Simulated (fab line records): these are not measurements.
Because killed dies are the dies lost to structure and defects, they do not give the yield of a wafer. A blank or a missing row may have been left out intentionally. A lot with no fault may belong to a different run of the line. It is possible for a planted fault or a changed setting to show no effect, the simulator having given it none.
A single fault, viewed from 2 desks    flow gf180mcu    only its own numbers are on each desk; what lay behind them is given at the end

## TOOL OWNER'S DESK, litho_track-03
The tool's own readings at GF_CONTACT_SOFTBAKE_10 (time 60 s): means of the sampled wafers that have a number, for each lot that ran on this tool. Marked OUT: a lot whose mean sits more than 4 standard deviations from the usual mean, which makes it out of limits; the brackets give that distance.
Columns: A = heater_power_total_W at GF_CONTACT_SOFTBAKE_10, usual 93.04 W; B = plate_temp_C at GF_CONTACT_SOFTBAKE_10, usual 129.98 C
lot   first seen here  A                         B
L360  day 15 17:00     92.96                     130.19
L369  day 19 12:00     108.01 (+99 or more) OUT  145.74 (+99 or more) OUT
L370  day 19 19:00     107.94 (+99 or more) OUT  145.71 (+99 or more) OUT
L378  day 22 04:00     93.10                     129.96
L379  day 22 11:00     93.00                     129.98
L383  day 23 20:00     93.06                     130.05
This desk's finding: out of limits on L369, L370; first on L369, day 19 12:00 (heater_power_total_W at GF_CONTACT_SOFTBAKE_10). Within limits: L360, L378, L379, L383.

## METROLOGY DESK
Means of the sampled wafers that have a number, per lot and without regard to the tool the lot ran on: this is what the gauges read. Marked OUT: a lot whose mean sits more than 4 standard deviations from the usual mean, which makes it out of limits; the brackets give that distance.
Columns: A = cd_nm at GF_CONTACT_CD_MEAS_14, usual 219.7 nm
lot   first seen here  A
L360  day 16 04:52     222.3
L361  day 16 08:25     222.7
L362  day 16 16:58     219.7
L369  day 20 00:22     284.0 (+32) OUT
L370  day 20 08:23     286.7 (+33) OUT
L372  day 20 21:16     222.9
L377  day 22 10:32     218.5
L378  day 22 15:55     217.4
L379  day 22 22:04     220.4
L380  day 23 04:34     218.7
L381  day 23 13:25     217.5
L382  day 23 20:14     217.8
L383  day 24 07:32     218.5
This desk's finding: out of limits on L369, L370; first on L369, day 20 00:22 (cd_nm at GF_CONTACT_CD_MEAS_14). Within limits: L360, L361, L362, L372, L377, L378, L379, L380, L381, L382, L383.

## PUT TOGETHER
The tool owner's desk had the chance to raise an alarm at day 19 12:00 on L369, L370.
The metrology desk could have raised an alarm at day 20 00:22, on L369, L370.
The lots listed all ran GF_CONTACT_SOFTBAKE_10 on litho_track-03.

## WHAT THE SIMULATOR HAD PUT IN
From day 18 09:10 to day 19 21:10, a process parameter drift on litho_track-03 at GF_CONTACT_SOFTBAKE_10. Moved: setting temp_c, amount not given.
Lots struck among those shown: L369, L370.
Fault start to first reading out of limits, in hours, per desk: tool owner, 27; metrology, 39.
